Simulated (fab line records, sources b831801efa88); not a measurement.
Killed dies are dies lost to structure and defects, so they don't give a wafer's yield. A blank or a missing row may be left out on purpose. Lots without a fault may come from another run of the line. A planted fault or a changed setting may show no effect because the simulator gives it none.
Tool commonality check | flow gf180mcu | 11 lots, 33 wafers sampled

WHY IT WAS OPENED
At GF_DUAL_GATE_THK_MEAS_03 the reading DUAL_GATE_OXIDATION_00_THK is flagged on 3 of 11 lots. Wafers without a fault read 10.78 nm, standard deviation 0.21.
Rule: a lot is flagged when every wafer of it that has a number lies more than 4 standard deviations from that mean, or none has a number. The other lots count as sound.

lot  | measured     | on            | DUAL_GATE_OXIDATION_00_THK (nm), wafer by wafer | flag
L199 | day 7 23:55  | film_metro-01 | 10.69 10.62 10.69                               |
L201 | day 8 11:41  | film_metro-01 | 11.05 11.27 11.21                               |
L203 | day 9 01:19  | film_metro-04 | 10.68 10.85 10.48                               |
L205 | day 9 15:59  | film_metro-04 | 10.88 10.77 11.05                               |
L207 | day 10 08:10 | film_metro-02 | 11.16 11.03 11.03                               |
L208 | day 10 16:05 | film_metro-02 | 10.82 10.80 10.85                               |
L211 | day 11 12:09 | film_metro-04 | 10.97 11.05 10.96                               |
L212 | day 11 19:10 | film_metro-01 | 12.44 12.47 12.36                               | FLAGGED
L213 | day 11 20:41 | film_metro-01 | 12.47 12.60 12.52                               | FLAGGED
L214 | day 12 03:58 | film_metro-04 | 12.50 12.56 12.63                               | FLAGGED
L219 | day 13 15:37 | film_metro-01 | 10.59 10.96 10.83                               |
The numbers of the flagged lots are 12.51 nm on average: +1.73 nm against the usual, or +8 standard deviations.

WHICH TOOL RAN EACH LOT
The record holds 2 process steps before the reading, out of a route of 602 steps. In each cell: the tool, then ch and the chambers that the sampled wafers went through, then the start.
lot  | flag    | GF_VT_IMPLANT_STRIP_42               | GF_DUAL_GATE_OXIDATION_02
L199 |         | plasma_asher-01 ch 0,1, day 7 19:27  | furnace-02 ch 0, day 7 22:27
L201 |         | plasma_asher-04 ch 0,1, day 8 09:14  | furnace-02 ch 0, day 8 10:14
L203 |         | plasma_asher-02 ch 0,1, day 8 22:26  | furnace-02 ch 0, day 8 23:53
L205 |         | plasma_asher-02 ch 0,1, day 9 13:33  | furnace-02 ch 0, day 9 14:31
L207 |         | plasma_asher-02 ch 0,1, day 10 05:45 | furnace-02 ch 0, day 10 06:43
L208 |         | plasma_asher-01 ch 1, day 10 13:12   | furnace-02 ch 0, day 10 14:39
L211 |         | plasma_asher-02 ch 0,1, day 11 08:38 | furnace-01 ch 0, day 11 10:43
L212 | FLAGGED | plasma_asher-04 ch 0,1, day 11 16:45 | furnace-02 ch 0, day 11 17:43
L213 | FLAGGED | plasma_asher-04 ch 0, day 11 18:15   | furnace-02 ch 0, day 11 19:13
L214 | FLAGGED | plasma_asher-04 ch 0,1, day 12 00:41 | furnace-02 ch 0, day 12 02:31
L219 |         | plasma_asher-04 ch 0,1, day 13 12:53 | furnace-01 ch 0, day 13 14:10
What these steps do:
- GF_VT_IMPLANT_STRIP_42: strips in O2/N2.
- GF_DUAL_GATE_OXIDATION_02: stabilise 600 s, purge 300 s, target thk 10.887 nm.
- GF_DUAL_GATE_THK_MEAS_03

FLAGGED OVER TOTAL, TOOL BY TOOL (the gauges that took the reading come last)
step                      | tool            | lots run | flagged | share of the flagged lots | sound lots run after its first flagged lot
GF_VT_IMPLANT_STRIP_42    | plasma_asher-01 | 2        | 0       | none                      | -
GF_VT_IMPLANT_STRIP_42    | plasma_asher-02 | 4        | 0       | none                      | -
GF_VT_IMPLANT_STRIP_42    | plasma_asher-04 | 5        | 3       | all                       | 1 (L219)
GF_DUAL_GATE_OXIDATION_02 | furnace-01      | 2        | 0       | none                      | -
GF_DUAL_GATE_OXIDATION_02 | furnace-02      | 9        | 3       | all                       | 0
GF_DUAL_GATE_THK_MEAS_03  | film_metro-01   | 5        | 2       | some                      | 1 (L219)
GF_DUAL_GATE_THK_MEAS_03  | film_metro-02   | 2        | 0       | none                      | -
GF_DUAL_GATE_THK_MEAS_03  | film_metro-04   | 4        | 1       | some                      | 0

WHAT THE TABLE ALLOWS
2 rows of the table ran every flagged lot: plasma_asher-04 at GF_VT_IMPLANT_STRIP_42, furnace-02 at GF_DUAL_GATE_OXIDATION_02.
- plasma_asher-04 at GF_VT_IMPLANT_STRIP_42: 3 of its 5 lots flagged. Sound lots ran on it after the first flagged one (L219), which a lasting fault on the whole tool wouldn't allow.
- furnace-02 at GF_DUAL_GATE_OXIDATION_02: 3 of its 9 lots flagged. Its last sound lot is L208 (day 10 14:39), its first flagged lot L212 (day 11 17:43): a fault that began between those two fits. Its own readings lie more than 4 standard deviations out on every wafer of the flagged lots: spike_tc_bottom_C, spike_tc_centre_C, spike_tc_lower_C, spike_tc_top_C, spike_tc_upper_C, tube_center_temp_C, tube_center_temp_C_max.
One tool is left: furnace-02 at GF_DUAL_GATE_OXIDATION_02.

WHAT THE SIMULATOR HAD PUT IN
Process parameter drift: furnace-02, from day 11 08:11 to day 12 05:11, at GF_DUAL_GATE_OXIDATION_02. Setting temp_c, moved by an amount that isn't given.
Lots struck among those shown: L212, L213, L214. The rule above found the same.
